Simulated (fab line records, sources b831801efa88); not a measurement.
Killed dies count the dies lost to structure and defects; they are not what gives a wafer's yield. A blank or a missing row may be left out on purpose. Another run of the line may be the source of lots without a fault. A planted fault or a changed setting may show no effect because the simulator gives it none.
8D (eight disciplines) problem report, filled in by code :: flow sky130 :: the parts of the form that need people (team, actions taken, sign-off) are left out

1. WHAT WENT WRONG
Mean VIA2_W_RS at SKY_VIA2_RS_MEAS_22: 0.3669 ohm/sq over 4 wafers in 2 lots; fault-free wafers: 0.2719 ohm/sq, standard deviation 0.0026. Measured from the usual mean, that is +37 standard deviations.
The step: measures by four-point-probe.
First seen on wafer L667.4, day 40 18:24, on film metro-02. At this step, 30 wafers from 10 lots have a number in the record. Rule for "out", or "out of limits": more than 4 standard deviations from the usual mean. The other wafers with a number count as sound.

2. WHAT IT IS, AND WHAT IT ISN'T
question: which readings at this step
is: VIA2_W_RS
is not: -

question: which lots
is: L667, L668
is not: L656, L659, L661, L665, L666, L669, L670, L678

question: which wafers of those lots
is: L667.4, L667.5, L668.3, L668.4
is not: L667.2, L668.6

question: read on which gauges
is: film metro-02, film metro-03
is not: film metro-01

question: when
is: from day 40 18:24
is not: up to then (16 sound wafers); but 10 sound wafers of L668, L669, L670, L678 came after

3. THE SUSPECTS, EACH WITH WHAT RULES IT OUT
Counting: any tool at a process step up to the reading remains a suspect provided it ran every lot that is out. Sound lots after the first of them don't rule it out here, since some wafers of a struck lot are sound.
- the gauge at SKY_VIA2_RS_MEAS_22: ruled out. Those wafers that are out were read across 2 gauges (film metro-02, film metro-03).
- cvd w-02 at SKY_VIA2_CVD_21 (deposits W, target thk 420 nm, time 126.4 s): kept. Ran every lot that is out, first one L667 (day 40 18:15); last sound lot up to then L666 (day 40 00:21).
After counting, what remains is cvd w-02 at SKY_VIA2_CVD_21.

4. THE CAUSE (what the simulator had put in)
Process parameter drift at SKY_VIA2_CVD_21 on cvd w-02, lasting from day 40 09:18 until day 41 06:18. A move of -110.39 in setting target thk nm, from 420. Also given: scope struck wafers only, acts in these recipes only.
This tool alone remained once counting was done.

5. THE CHAIN OF EFFECTS, in route order
Each row: a reading where the mean over the struck wafers with a number is more than 3 standard deviations away from the usual. Scope: only readings with a usual standard deviation given in the record; hours: median across lots of the time from each lot's start at the first step in this table that gives one to its start at this step; sigmas: change in usual standard deviations.
hours: 0
step: SKY_VIA2_RS_MEAS_22
reading: VIA2_W_RS
usual: 0.2719 ohm/sq
on struck wafers: 0.3669
change: +0.0950
sigmas: +37

hours: 0
step: SKY_VIA2_THK_MEAS_23
reading: VIA2_W_THK
usual: 417 nm
on struck wafers: 313
change: -104
sigmas: -14

hours: 0
step: SKY_VIA2_CMP_24
reading: time to endpoint s
usual: 101 s
on struck wafers: 76
change: -26
sigmas: -7.7
Its process steps:
- SKY_VIA2_CMP_24: polishes, stops on SiO2, t overpolish 20 s, target thk 0 nm.

6. HOW IT WOULD HAVE BEEN CAUGHT EARLIER
The first out-of-limits reading at a measuring or inspecting step in this record came at day 40 18:24, 9 hours after the fault's start at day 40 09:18.
No tool reading at SKY_VIA2_CVD_21 that has a usual standard deviation in the record was out on any struck wafer, so an alarm limit of 4 standard deviations on those readings would not have fired.
L668, from the lots that are out (2), started SKY_VIA2_CVD_21 on cvd w-02 later than day 40 18:24. It would have been spared by a hold on the tool at that moment.
